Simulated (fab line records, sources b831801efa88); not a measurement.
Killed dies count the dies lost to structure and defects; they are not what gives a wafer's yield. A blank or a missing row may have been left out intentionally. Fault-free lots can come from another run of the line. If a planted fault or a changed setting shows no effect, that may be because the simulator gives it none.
Struck lot and sound lot, side by side -- flow sky130 -- 18 out of 708 route steps
Sound: wafers L478.3, L478.4, L478.5. Struck: wafers L487.2, L487.5. (L487.6 of the same lot was not struck and is left out.) The cause comes at the end.
Each step with rows lists, per side, the tool, then ch with its chambers, then its first start. Under that, the readings that differ: sound wafers -- struck wafers -- difference of the means -- sigmas: that difference in standard deviations of wafers without a fault.
alike: same words and numbers on both sides, and readings whose means sit less than 2 such deviations apart. not compared: any withheld reading, any reading some wafer has no value for, any bound like >300 that may hide the same value, and any number with overlapping values for which the record gives no deviation.
The two part at a step that has a row with sigmas, a row that says differs or no value, or rows on one side only. Non-overlapping numbers with no deviation appear without sigmas and do not part them. A reading missing from all wafers of one side parts the sides only when that side holds two or more wafers.

first, 3 steps without rows for these wafers: SKY_VIA2_EXPOSE_09 (exposes mask VIM2, target cd 200 nm); SKY_VIA2_PEB_10; SKY_VIA2_DEVELOP_11 (develop time 60 s).
SKY_VIA2_CD_MEAS_12: target cd 200 nm.
  sound on cd-sem-02 at day 37 14:35; struck on cd-sem-02 at day 39 18:08
  alike: cd-nm
SKY_VIA2_OVL_MEAS_13:
  sound on overlay-01 at day 37 14:41; struck on overlay-02 at day 39 18:15
  alike: VIA2_OVL
SKY_VIA2_ETCH_14: etches BARC in N2/H2, stops on SiO2, time 45.9 s, target depth 60 nm.
  sound on rie-diel-02 ch 0,2,3, day 37 14:42; struck on rie-diel-03 ch 0, day 39 18:17
  alike: drypump-motor-current-A, oes-product-au, throttle-valve-pct
  not compared: rf-hours-counter-h
SKY_VIA2_ETCH_15: etches SiO2 in C4F8/O2/Ar, stops on TiN, target depth 546 nm, time 84 s.
  sound on rie-diel-02 ch 0,2,3, day 37 14:44; struck on rie-diel-03 ch 0, day 39 18:19
  alike: oes-product-au
  not compared: rf-hours-counter-h
SKY_VIA2_STRIP_16: strips in O2/N2.
  sound on plasma-asher-02 ch 0,1, day 37 14:50; struck on plasma-asher-04 ch 0,1, day 39 18:23
  alike: drypump-motor-current-A, oes-product-au, strip-time-to-endpoint-s
  not compared: rf-hours-counter-h
then, 3 steps without rows for these wafers: SKY_VIA2_STRIP_17 (strips in post etch residue remover, time 1200 s); SKY_VIA2_CLEAN_18 (cleans in IPA, time 180 s); SKY_VIA2_CLEAN_19 (cleans in O3/DIW).
SKY_VIA2_SPUTTER_20: material TiN, target thk 20 nm, time 80 s.
  sound on pvd-sputter-02 at day 37 15:44; struck on pvd-sputter-02 at day 39 18:58
  alike: throttle-valve-pct
SKY_VIA2_CVD_21: deposits W, target thk 420 nm, time 126.4 s.
  sound on cvd-w-01 ch 0,1, day 37 15:51; struck on cvd-w-01 ch 0, day 39 19:02
reading,sound,struck,difference,sigmas
model.W_of_VIA2_CVD_21.thk-nm (nm),412 413.5 414.1,306.9 303.7,-107.9,
  alike: heater-power-w
SKY_VIA2_RS_MEAS_22: the measuring method here is four-point-probe.
  sound on film-metro-03 at day 37 15:59; struck on film-metro-03 at day 39 19:11
reading,sound,struck,difference,sigmas
VIA2_W_RS (ohm/sq),0.2782 0.2770 0.2766,0.3741 0.3777,+0.0986,+39
SKY_VIA2_THK_MEAS_23: measures by xrf.
  sound on film-metro-03 at day 37 16:05; struck on film-metro-03 at day 39 19:17
reading,sound,struck,difference,sigmas
VIA2_W_THK (nm),430 435 432,317 313,-117,-29
SKY_VIA2_CMP_24: polishes, stops on SiO2, t overpolish 20 s, target thk 0 nm.
  sound on cmp-02 ch 0,2, day 37 16:07; struck on cmp-01 ch 0,3, day 39 19:20
reading,sound,struck,difference,sigmas
time-to-endpoint-s (s),101 97 102,74 69,-28,-9
  alike: motor-current-A, retaining-ring-pressure-frac
SKY_METAL3_SPUTTER_00: material Ti, target thk 15 nm, time 10 s.
  sound on pvd-sputter-02 at day 37 16:25; struck on pvd-sputter-02 at day 39 19:38
  alike: throttle-valve-pct
-- the record jumps here: 9 days lie between the struck wafers' starts before and after (it left off in module METAL3 and takes up again in module PAD_OPEN, whose first step shown is number 708 of the route) --
SKY_PAD_OPEN_PROBE_99:
  only the struck wafers here have rows in the record (prober-02, day 48 09:49); the sound ones have none

WHERE THEY PART
Earliest at SKY_VIA2_RS_MEAS_22; latest, in this record, at SKY_PAD_OPEN_PROBE_99.

WHY: whatever the simulator had introduced
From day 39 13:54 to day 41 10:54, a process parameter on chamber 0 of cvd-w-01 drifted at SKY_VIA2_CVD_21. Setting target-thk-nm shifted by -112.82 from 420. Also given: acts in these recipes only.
